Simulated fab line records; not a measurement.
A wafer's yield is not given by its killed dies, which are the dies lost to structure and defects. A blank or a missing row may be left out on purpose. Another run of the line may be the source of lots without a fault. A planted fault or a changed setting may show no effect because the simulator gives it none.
Code-filled problem report in 8D (eight disciplines) form    flow sky130    the parts of the form that need people (team, actions taken, sign-off) are left out

== 1. THE ISSUE ==
Wafers without a fault read 0.855 a.u., standard deviation 0.0051; oes_product_au at SKY_VIA1_ETCH_14 reads a mean of 0.968 a.u. on 4 wafers belonging to 2 lots. That puts it +22 standard deviations away from the usual mean.
The step: etches BARC in N2/H2, stops on SiO2, time 45.9 s, target depth 60 nm.
Earliest sighting: wafer L918.2 on rie_diel-04 at day 36 06:58. At this step, 42 wafers from 14 lots have a number in the record. Rule for "out", or "out of limits": more than 4 standard deviations from the usual mean. Any other wafer with a number is counted as sound.

== 2. WHAT IT IS; WHAT IT IS NOT ==
question                     is                              is not
which readings at this step  oes_product_au, run_length_s    drypump_motor_current_A, throttle_valve_pct
which lots                   L918, L920                      L912, L913, L915, L922, L926, L927, L929, L930, L931, L932, L933, L934
which wafers of those lots   L918.2, L918.4, L918.6, L920.2  L920.1, L920.5
read on which tools          rie_diel-04                     rie_diel-01, rie_diel-02
when                         from day 36 06:58               up to then (9 sound wafers); but 29 sound wafers of L920, L922, L926, L927, L929, L930, L931, L932, L933, L934 came after

== 3. SUSPECTS, AND WHAT RULES EACH OUT ==
Counting: a tool at a process step up to the reading stays a suspect if it ran every lot that is out. Sound lots after the first of them don't rule it out here, since some wafers of a struck lot are sound.
- rie_diel-04 at SKY_VIA1_ETCH_14 (etches BARC in N2/H2, stops on SiO2, time 45.9 s, target depth 60 nm): kept. Ran every lot that is out, first one L918 (day 36 06:58); last sound lot up to then L915 (day 35 07:52). Out on those wafers are its own readings of oes_product_au, run_length_s.
After counting, what remains is rie_diel-04 at SKY_VIA1_ETCH_14.

== 4. THE CAUSE (what the simulator had put in) ==
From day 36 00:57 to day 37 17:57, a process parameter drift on rie_diel-04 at SKY_VIA1_ETCH_14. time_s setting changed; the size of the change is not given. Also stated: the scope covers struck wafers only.
Only this tool survived the counting.

== 5. THE CHAIN OF EFFECTS, in route order ==
Rows list readings where the struck wafers' mean (over those with a number) sits beyond 3 standard deviations from the usual. Only readings for which the record gives a usual standard deviation are gone through. hours: the time from each lot's start at the first step in this table that gives one to its start at this step, as a median over the lots. sigmas: the change in usual standard deviations.
hours  step              reading         usual       on struck wafers  change  sigmas
0      SKY_VIA1_ETCH_14  oes_product_au  0.855 a.u.  0.968             +0.113  +22
0      SKY_VIA1_ETCH_14  run_length_s    74.2 s      68.3              -5.9    -12
Its process steps:
- SKY_VIA1_ETCH_14: etches BARC in N2/H2, stops on SiO2, time 45.9 s, target depth 60 nm.

== 6. HOW IT WOULD HAVE BEEN CAUGHT EARLIER ==
First out-of-limits reading in this record: day 36 06:58, which is 6 hours after fault onset at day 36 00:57.
